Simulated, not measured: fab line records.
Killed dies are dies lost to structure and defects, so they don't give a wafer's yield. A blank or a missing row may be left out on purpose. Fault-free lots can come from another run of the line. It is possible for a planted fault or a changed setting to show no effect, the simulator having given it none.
A struck lot beside a sound one + flow sky130 + 14 out of 708 route steps
Sound: these wafers, L554.4, L554.5, L554.6. Wafers L546.1, L546.3, L546.4 were the ones struck. At the end, the cause is stated.
For every step that has rows: the tool of each side, followed by ch and its chambers, followed by its first start. Under that, the readings that differ: sound wafers + struck wafers + difference of the means + sigmas: that difference in standard deviations of wafers without a fault.
alike: words and numbers the same on both sides, and readings whose means are apart by under 2 such deviations; not compared: readings that were withheld, readings missing a value for some wafer, numbers with overlapping values and no deviation given by the record, and bounds like >300 which may hide the same value.
Wherever a step has rows on one side only, a row that says differs or no value, or a row with sigmas, the two part there. Non-overlapping numbers with no deviation appear without sigmas and do not part them. Lack of a reading on every wafer of one side parts them only where that side has two or more wafers.

first, 2 steps without rows for these wafers: SKY_VIA4_PEB_09; SKY_VIA4_DEVELOP_10 (develop time 60 s).
SKY_VIA4_OVL_MEAS_11:
  sound on overlay-01, day 46 02:58; struck on overlay-02, day 44 07:07
  alike: VIA4_OVL
SKY_VIA4_ETCH_12: etches SiO2 in C4F8/O2/Ar, stops on TiN, target depth 580 nm.
  sound on rieDiel-03 ch 0,2,3, day 46 02:59; struck on rieDiel-01 ch 0,1,3, day 44 07:09
  alike: oesProductAu
SKY_VIA4_STRIP_13: strips in O2/N2.
  sound on plasmaAsher-04 ch 0,1, day 46 03:05; struck on plasmaAsher-01 ch 0,1, day 44 07:13
  alike: drypumpMotorCurrentA, oesProductAu, stripTimeToEndpointS
  not compared: rfHoursCounterH
then, 3 steps without rows for these wafers: SKY_VIA4_STRIP_14 (strips in post etch residue remover, time 1200 s); SKY_VIA4_CLEAN_15 (cleans in IPA, time 180 s); SKY_VIA4_CLEAN_16 (cleans in O3/DIW).
SKY_VIA4_SPUTTER_17: material TiN, target thk 20 nm, time 80 s.
  sound on pvdSputter-02, day 46 03:39; struck on pvdSputter-02, day 44 07:49
  alike: throttleValvePct
SKY_VIA4_CVD_18: deposits W, target thk 505 nm, time 152.14 s.
  sound on cvdW-02 ch 0,1, day 46 03:46; struck on cvdW-02 ch 0,1, day 44 07:53
  alike: heaterPowerW
SKY_VIA4_RS_MEAS_19: a four-point-probe measurement.
  sound on filmMetro-01, day 46 03:55; struck on filmMetro-02, day 44 08:02
  alike: VIA4_W_RS
SKY_VIA4_THK_MEAS_20: measures by xrf.
  sound on filmMetro-01, day 46 04:01; struck on filmMetro-02, day 44 08:09
  alike: VIA4_W_THK
SKY_VIA4_CMP_21: polishes, stops on SiO2, t overpolish 25 s, target thk 0 nm.
  sound on cmp-02 ch 1,2,3, day 46 04:29; struck on cmp-02 ch 0,1,3, day 44 08:13
  no value came back on the struck wafers for any of 6 readings (edgeZonePressureFrac, headPressurePsi (psi) and others); on the sound wafers edgeZonePressureFrac reads 0.994 1.011 1.000
| reading                                 | sound           | struck            | difference | sigmas |
|-----------------------------------------|-----------------|-------------------|------------|--------|
| model.W_of_VIA4_CVD_18.thkNm (nm)       | 0 0 0           | 489.5 497.2 513.1 | +499.9     |        |
| model.SiO2_of_VIA4_HDPCVD_00.thkNm (nm) | 576.2 575.6 573 | 580.9 580.2 579.8 | +5.4       |        |
-- the record jumps here: 3 days lie between the struck wafers' starts before and after (it left off in module VIA4 and takes up again in module PAD_OPEN, whose first step shown is number 708 of the route) --
SKY_PAD_OPEN_PROBE_99:
  only the struck wafers here have rows in the record (prober-01, day 47 03:59); the sound ones have none

== WHERE THEY PART ==
Earliest at SKY_VIA4_CMP_21; latest, in this record, at SKY_PAD_OPEN_PROBE_99.

WHY: whatever the simulator had introduced
Whole step skipped at SKY_VIA4_CMP_21 on cmp-02, starting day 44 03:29. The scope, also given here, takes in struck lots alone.
